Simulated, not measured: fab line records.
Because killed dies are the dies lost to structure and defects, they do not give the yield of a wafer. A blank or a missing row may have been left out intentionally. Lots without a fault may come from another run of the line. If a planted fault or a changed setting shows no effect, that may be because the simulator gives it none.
Shared-tool check || flow sky130 || Sampled: 13 lots, 39 wafers

== REASON IT WAS OPENED ==
Of 13 lots, 1 have the reading VT_ADJUST_NCORE_TW flagged at SKY_VT_ADJUST_NCORE_TW_MEAS_11. Wafers without a fault read 219.2, standard deviation 2.
Rule: flag the lot when none of its wafers has a number, or when each of its wafers that has one lies beyond 4 standard deviations from that mean. The other lots count as sound.

{"lot": "L259", "measured": "day 8 20:10", "on": "film_metro-03", "VT_ADJUST_NCORE_TW, wafer by wafer": "218.3 218.8 219.0", "flag": ""}
{"lot": "L260", "measured": "day 9 06:54", "on": "film_metro-02", "VT_ADJUST_NCORE_TW, wafer by wafer": "217.0 216.5 217.4", "flag": ""}
{"lot": "L262", "measured": "day 9 13:23", "on": "film_metro-02", "VT_ADJUST_NCORE_TW, wafer by wafer": "216.4 217.8 215.0", "flag": ""}
{"lot": "L264", "measured": "day 10 09:45", "on": "film_metro-04", "VT_ADJUST_NCORE_TW, wafer by wafer": "220.3 220.9 221.1", "flag": ""}
{"lot": "L265", "measured": "day 10 19:13", "on": "film_metro-02", "VT_ADJUST_NCORE_TW, wafer by wafer": "217.9 216.6 216.8", "flag": ""}
{"lot": "L266", "measured": "day 10 22:53", "on": "film_metro-03", "VT_ADJUST_NCORE_TW, wafer by wafer": "30.0 30.0 29.9", "flag": "FLAGGED"}
{"lot": "L267", "measured": "day 11 06:22", "on": "film_metro-03", "VT_ADJUST_NCORE_TW, wafer by wafer": "217.8 219.4 219.2", "flag": ""}
{"lot": "L275", "measured": "day 13 19:52", "on": "film_metro-03", "VT_ADJUST_NCORE_TW, wafer by wafer": "220.6 220.3 219.5", "flag": ""}
{"lot": "L276", "measured": "day 13 23:28", "on": "film_metro-03", "VT_ADJUST_NCORE_TW, wafer by wafer": "219.6 220.5 219.3", "flag": ""}
{"lot": "L277", "measured": "day 14 02:22", "on": "film_metro-02", "VT_ADJUST_NCORE_TW, wafer by wafer": "217.1 216.4 216.9", "flag": ""}
{"lot": "L278", "measured": "day 14 10:47", "on": "film_metro-03", "VT_ADJUST_NCORE_TW, wafer by wafer": "220.0 220.4 220.5", "flag": ""}
{"lot": "L279", "measured": "day 14 19:21", "on": "film_metro-04", "VT_ADJUST_NCORE_TW, wafer by wafer": "221.6 221.5 221.4", "flag": ""}
{"lot": "L281", "measured": "day 15 12:31", "on": "film_metro-02", "VT_ADJUST_NCORE_TW, wafer by wafer": "217.0 217.2 216.1", "flag": ""}
Average over the flagged lots: 30.0; offset from the usual -189.2, equal to -95 standard deviations.

== EACH LOT AND THE TOOL IT RAN ON ==
The record holds 2 process steps before the reading, out of a route of 708 steps. Every cell lists first the tool, next ch and the chambers used by the sampled wafers, and last the start.
{"lot": "L259", "flag": "", "SKY_VT_ADJUST_LVTN_STRIP_20": "plasma_asher-01 ch 0, day 7 22:02", "SKY_VT_ADJUST_NCORE_STRIP_10": "plasma_asher-04 ch 1, day 8 20:04"}
{"lot": "L260", "flag": "", "SKY_VT_ADJUST_LVTN_STRIP_20": "plasma_asher-03 ch 0,1, day 8 09:10", "SKY_VT_ADJUST_NCORE_STRIP_10": "plasma_asher-02 ch 0,1, day 9 06:48"}
{"lot": "L262", "flag": "", "SKY_VT_ADJUST_LVTN_STRIP_20": "plasma_asher-02 ch 0,1, day 8 15:35", "SKY_VT_ADJUST_NCORE_STRIP_10": "plasma_asher-01 ch 0,1, day 9 13:17"}
{"lot": "L264", "flag": "", "SKY_VT_ADJUST_LVTN_STRIP_20": "plasma_asher-01 ch 0,1, day 9 11:23", "SKY_VT_ADJUST_NCORE_STRIP_10": "plasma_asher-04 ch 0,1, day 10 09:39"}
{"lot": "L265", "flag": "", "SKY_VT_ADJUST_LVTN_STRIP_20": "plasma_asher-01 ch 0,1, day 9 20:48", "SKY_VT_ADJUST_NCORE_STRIP_10": "plasma_asher-04 ch 0,1, day 10 19:07"}
{"lot": "L266", "flag": "FLAGGED", "SKY_VT_ADJUST_LVTN_STRIP_20": "plasma_asher-01 ch 0,1, day 9 23:47", "SKY_VT_ADJUST_NCORE_STRIP_10": "plasma_asher-04 ch 0,1, day 10 22:46"}
{"lot": "L267", "flag": "", "SKY_VT_ADJUST_LVTN_STRIP_20": "plasma_asher-03 ch 0,1, day 10 07:27", "SKY_VT_ADJUST_NCORE_STRIP_10": "plasma_asher-04 ch 0,1, day 11 06:16"}
{"lot": "L275", "flag": "", "SKY_VT_ADJUST_LVTN_STRIP_20": "plasma_asher-01 ch 0,1, day 12 16:59", "SKY_VT_ADJUST_NCORE_STRIP_10": "plasma_asher-04 ch 0,1, day 13 19:46"}
{"lot": "L276", "flag": "", "SKY_VT_ADJUST_LVTN_STRIP_20": "plasma_asher-03 ch 1, day 12 21:28", "SKY_VT_ADJUST_NCORE_STRIP_10": "plasma_asher-04 ch 0,1, day 13 23:22"}
{"lot": "L277", "flag": "", "SKY_VT_ADJUST_LVTN_STRIP_20": "plasma_asher-01 ch 0,1, day 12 23:51", "SKY_VT_ADJUST_NCORE_STRIP_10": "plasma_asher-04 ch 0,1, day 14 02:16"}
{"lot": "L278", "flag": "", "SKY_VT_ADJUST_LVTN_STRIP_20": "plasma_asher-02 ch 0,1, day 13 08:11", "SKY_VT_ADJUST_NCORE_STRIP_10": "plasma_asher-01 ch 0,1, day 14 10:41"}
{"lot": "L279", "flag": "", "SKY_VT_ADJUST_LVTN_STRIP_20": "plasma_asher-03 ch 0,1, day 13 16:46", "SKY_VT_ADJUST_NCORE_STRIP_10": "plasma_asher-01 ch 0,1, day 14 19:15"}
{"lot": "L281", "flag": "", "SKY_VT_ADJUST_LVTN_STRIP_20": "plasma_asher-02 ch 0,1, day 14 09:27", "SKY_VT_ADJUST_NCORE_STRIP_10": "plasma_asher-04 ch 0,1, day 15 12:24"}
What is done by these steps:
- SKY_VT_ADJUST_LVTN_STRIP_20: strips in O2/N2.
- SKY_VT_ADJUST_NCORE_STRIP_10: strips in O2/N2.
- SKY_VT_ADJUST_NCORE_TW_MEAS_11

== FLAGGED OVER TOTAL, TOOL BY TOOL (the gauges that took the reading come last) ==
{"step": "SKY_VT_ADJUST_LVTN_STRIP_20", "tool": "plasma_asher-01", "lots run": 6, "flagged": 1, "share of the flagged lots": "all", "sound lots run after its first flagged lot": "2 (L275,L277)"}
{"step": "SKY_VT_ADJUST_LVTN_STRIP_20", "tool": "plasma_asher-02", "lots run": 3, "flagged": 0, "share of the flagged lots": "none", "sound lots run after its first flagged lot": "-"}
{"step": "SKY_VT_ADJUST_LVTN_STRIP_20", "tool": "plasma_asher-03", "lots run": 4, "flagged": 0, "share of the flagged lots": "none", "sound lots run after its first flagged lot": "-"}
{"step": "SKY_VT_ADJUST_NCORE_STRIP_10", "tool": "plasma_asher-01", "lots run": 3, "flagged": 0, "share of the flagged lots": "none", "sound lots run after its first flagged lot": "-"}
{"step": "SKY_VT_ADJUST_NCORE_STRIP_10", "tool": "plasma_asher-02", "lots run": 1, "flagged": 0, "share of the flagged lots": "none", "sound lots run after its first flagged lot": "-"}
{"step": "SKY_VT_ADJUST_NCORE_STRIP_10", "tool": "plasma_asher-04", "lots run": 9, "flagged": 1, "share of the flagged lots": "all", "sound lots run after its first flagged lot": "5 (L267,L275,L276,L277,L281)"}
{"step": "SKY_VT_ADJUST_NCORE_TW_MEAS_11", "tool": "film_metro-02", "lots run": 5, "flagged": 0, "share of the flagged lots": "none", "sound lots run after its first flagged lot": "-"}
{"step": "SKY_VT_ADJUST_NCORE_TW_MEAS_11", "tool": "film_metro-03", "lots run": 6, "flagged": 1, "share of the flagged lots": "all", "sound lots run after its first flagged lot": "4 (L267,L275,L276,L278)"}
{"step": "SKY_VT_ADJUST_NCORE_TW_MEAS_11", "tool": "film_metro-04", "lots run": 2, "flagged": 0, "share of the flagged lots": "none", "sound lots run after its first flagged lot": "-"}

== THE TABLE: WHAT IT ALLOWS ==
plasma_asher-01 at SKY_VT_ADJUST_LVTN_STRIP_20, plasma_asher-04 at SKY_VT_ADJUST_NCORE_STRIP_10 and film_metro-03 at SKY_VT_ADJUST_NCORE_TW_MEAS_11: these 3 rows of the table ran every flagged lot.
- plasma_asher-01 at SKY_VT_ADJUST_LVTN_STRIP_20 ran 6 lots, 1 of them flagged. Sound lots ran on it after the first flagged one (L275, L277), which a lasting fault on the whole tool wouldn't allow. Its own readings lie more than 4 standard deviations out on every wafer of the flagged lots: oes_product_au.
- plasma_asher-04 at SKY_VT_ADJUST_NCORE_STRIP_10 ran 9 lots, 1 of them flagged. Sound lots ran on it after the first flagged one (L267, L275, L276, L277, L281), which a lasting fault on the whole tool wouldn't allow. Its own readings lie more than 4 standard deviations out on every wafer of the flagged lots: strip_time_to_endpoint_s.
- film_metro-03 at SKY_VT_ADJUST_NCORE_TW_MEAS_11 ran 6 lots, 1 of them flagged. Sound lots ran on it after the first flagged one (L267, L275, L276, L278), which a lasting fault on the whole tool wouldn't allow.
Not one row of the table ran every flagged lot while running no sound lot after the first.

== WHAT THE SIMULATOR HAD INSERTED ==
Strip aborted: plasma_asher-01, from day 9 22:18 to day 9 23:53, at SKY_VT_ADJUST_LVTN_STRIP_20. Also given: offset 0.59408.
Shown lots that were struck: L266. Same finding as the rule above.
